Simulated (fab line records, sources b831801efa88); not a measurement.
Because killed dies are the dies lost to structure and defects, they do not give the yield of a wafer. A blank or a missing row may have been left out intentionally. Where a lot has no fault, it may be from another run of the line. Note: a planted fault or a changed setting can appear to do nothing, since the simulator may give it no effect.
2 desks, one fault :: flow sky130 :: numbers are kept per desk, each desk with only its own; the story behind them comes last

## THE METROLOGY DESK
What the gauges read, lot by lot, whatever tool the lot ran on: means of the sampled wafers that have a number. Any lot whose mean is over 4 standard deviations away from the usual mean is out of limits and marked OUT; that distance is given in the brackets.
Columns: A = VIA4_HDPCVD_THK at SKY_VIA4_THK_MEAS_01, usual 1748 nm
lot: L964
first seen here: day 41 13:51
A: 1748

lot: L965
first seen here: day 42 15:11
A: 1737

lot: L966
first seen here: day 42 18:22
A: 1745

lot: L970
first seen here: day 43 10:16
A: 1750

lot: L973
first seen here: day 44 04:35
A: 1748

lot: L974
first seen here: day 44 17:50
A: 1765

lot: L975
first seen here: day 45 02:14
A: 1737

lot: L978
first seen here: day 46 16:35
A: 1747

lot: L980
first seen here: day 46 20:19
A: 1765

lot: L986
first seen here: day 48 02:10
A: 1745

lot: L985
first seen here: day 48 05:11
A: 1720

lot: L987
first seen here: day 48 06:20
A: 1753
Result from this desk: across the 12 lots, nothing is out of limits.

## AT THE TOOL OWNER'S DESK: pvd-sputter-02
The tool's own readings at SKY_METAL5_SPUTTER_03 (material Ti, target thk 5 nm, time 3.3 s): means of the sampled wafers that have a number, for each lot that ran on this tool. Any lot whose mean is over 4 standard deviations away from the usual mean is out of limits and marked OUT; that distance is given in the brackets.
Columns: A = cathode-dc-power-W at SKY_METAL5_SPUTTER_03, usual 3000.0 W; B = throttle-valve-pct at SKY_METAL5_SPUTTER_03, usual 30.7 %
lot: L964
first seen here: day 42 14:35
A: 3000.5
B: 30.5

lot: L965
first seen here: day 43 16:01
A: 2999.9
B: 30.5

lot: L970
first seen here: day 44 10:02
A: 3000.0
B: 30.4

lot: L973
first seen here: day 45 04:18
A: 2510.4 (-99 or more) OUT
B: 31.3

lot: L975
first seen here: day 46 00:59
A: 2510.6 (-99 or more) OUT
B: 31.7

lot: L986
first seen here: day 48 22:19
A: 2999.6
B: 31.0

lot: L987
first seen here: day 49 02:02
A: 3000.0
B: 30.8
This desk's verdict: out of limits on L973, L975, starting with L973 at day 45 04:18 (cathode-dc-power-W at SKY_METAL5_SPUTTER_03). L964, L965, L970, L986, L987 stayed within limits.

## BROUGHT TOGETHER
On L973, L975, at day 45 04:18, an alarm was possible from the tool owner's desk.
The metrology desk saw nothing out of limits.
The metrology desk has L973, L975 on record, within its limits.
SKY_METAL5_SPUTTER_03 was run on pvd-sputter-02 by each of the lots named.

## WHAT THE SIMULATOR PUT IN
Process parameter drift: pvd-sputter-02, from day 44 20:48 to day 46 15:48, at SKY_METAL5_SPUTTER_03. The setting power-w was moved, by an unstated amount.
Shown lots that were struck: L973, L975.
Time in hours from fault onset to the first out-of-limits reading at each desk: the tool owner's desk, 8.
